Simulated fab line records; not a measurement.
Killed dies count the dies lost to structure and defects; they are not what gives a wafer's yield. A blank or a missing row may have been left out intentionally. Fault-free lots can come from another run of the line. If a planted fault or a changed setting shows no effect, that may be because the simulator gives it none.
A single fault, viewed from 2 desks ; flow sky130 ; every desk sees just its own numbers, and what lay behind them comes last

AT THE METROLOGY DESK
What the gauges read for every lot (on any tool): the sampled wafers with a number, averaged. A lot is out of limits, marked OUT, if its mean lies more than 4 standard deviations from the usual mean; the brackets give that distance.
Columns: A = NWELL_2_TW at SKY_NWELL_TW_MEAS_26, usual 496; B = VT_ADJUST_HVTR_TW at SKY_VT_ADJUST_HVTR_TW_MEAS_11, usual 211.6
lot;first seen here;A;B
L698;day 5 10:10;496;211.3
L699;day 5 13:40;501;210.5
L700;day 5 17:37;490;211.5
L702;day 6 10:56;500;211.2
L703;day 6 12:55;500;208.3
L704;day 6 18:50;500;212.1
L706;day 7 08:50;499;212.3
L714;day 9 05:32;488;214.7
L715;day 9 13:47;487;213.7
L716;day 9 20:17;488;212.3
L719;day 10 13:32;496;211.8
L721;day 11 20:10;493;212.3
This desk's finding: nothing out of limits on any of the 12 lots.

TOOL OWNER'S DESK, implanter-01
The tool's own readings at SKY_NWELL_IMPLANT_24: means of the sampled wafers that have a number, for each lot that ran on this tool. A lot is out of limits, marked OUT, if its mean lies more than 4 standard deviations from the usual mean; the brackets give that distance.
Columns: A = beam-on-s at SKY_NWELL_IMPLANT_24, usual 10.00 s; B = end-station-pressure-torr at SKY_NWELL_IMPLANT_24, usual 5.06e-06 Torr; C = faraday-current-uA at SKY_NWELL_IMPLANT_24, usual 51.9
lot;first seen here;A;B;C
L703;day 6 12:40;9.83;4.94e-06;52.7
L706;day 7 08:36;10.14;5.01e-06;51.2
L714;day 9 05:18;9.44;5.04e-06;55.6
L715;day 9 13:34;9.12 (-4.2) OUT;4.61e-06;56.7 (+4.4) OUT
L716;day 9 20:03;9.56;5.06e-06;54.7
This desk finds L715 out of limits, L715 being first, at day 9 13:34 (beam-on-s at SKY_NWELL_IMPLANT_24). Within limits: L703, L706, L714, L716.

BROUGHT TOGETHER
The tool owner's desk could have raised an alarm at day 9 13:34, on L715.
Nothing out of limits was seen by the metrology desk.
The metrology desk holds a record of L715, inside its limits.
All the named lots went through SKY_NWELL_IMPLANT_24 on implanter-01.

WHAT HAD BEEN PUT IN BY THE SIMULATOR
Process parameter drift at SKY_NWELL_IMPLANT_24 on implanter-01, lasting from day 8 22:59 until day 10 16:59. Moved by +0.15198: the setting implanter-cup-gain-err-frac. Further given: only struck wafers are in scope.
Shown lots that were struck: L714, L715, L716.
How many hours passed from the start of the fault until each desk's first out-of-limits reading: the tool owner's desk, 15.
